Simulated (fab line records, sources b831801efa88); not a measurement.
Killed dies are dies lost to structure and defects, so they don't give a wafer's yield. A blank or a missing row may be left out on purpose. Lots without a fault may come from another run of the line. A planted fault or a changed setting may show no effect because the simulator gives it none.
Chamber matching | flow gf180mcu | GF_PASSIVATION_CVD_00 on pecvd-04: 3 sister chambers
The step deposits SiO2 from TEOS, target thk 1000 nm, time 111.95 s. 6 wafers are shown with their chamber, then 7 later ones without.

WAFERS WITH THEIR CHAMBER
wafer  | chamber | heater_power_w (W) | run_length_s (s)
L190.6 | 1       | 581                | 140.8
L191.1 | 1       | 719                | 140.2
L191.4 | 2       | 770                | 140.4
L192.1 | 2       | 784                | 140.1
L192.3 | 0       | 614                | 140.2
L192.5 | 0       | 656                | 140.3

WAFERS WITHOUT THEIR CHAMBER
wafer  | heater_power_w (W) | run_length_s (s)
L193.1 | 792                | 140.7
L193.2 | 699                | 140.3
L193.3 | 571                | 140.0
L201.2 | 633                | 140.1
L201.6 | 680                | 140.6
L203.4 | 691                | 140.7
L203.6 | 682                | 140.2

WHICH CHAMBER EACH WENT THROUGH
wafer  | from the rows above          | in truth
L193.1 | can't be placed: 2 or 1 or 0 | 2
L193.2 | can't be placed: 0 or 1 or 2 | 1
L193.3 | can't be placed: 0 or 1      | 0
L201.2 | can't be placed: 0 or 1 or 2 | 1
L201.6 | can't be placed: 1 or 0 or 2 | 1
L203.4 | can't be placed: 1 or 0 or 2 | 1
L203.6 | can't be placed: 0 or 1 or 2 | 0
Placed correctly: 0 of 7. Can't be placed from these rows: 7 (the true chamber is among the candidates in 7). Placed wrongly: 0.
How it was worked out, from the rows above alone: a wafer's distance from a chamber is the root of the sum, over the readings, of the square of ((its reading less the chamber's mean) divided by the reading's scatter). The wafer belongs to the nearest chamber; if the next one is less than 2 further off, it can't be placed. A chamber's mean is the mean of its shown wafers. The scatter: the root of (the sum of the squares of (reading less its chamber's mean) over the shown wafers, divided by (wafers less chambers)).
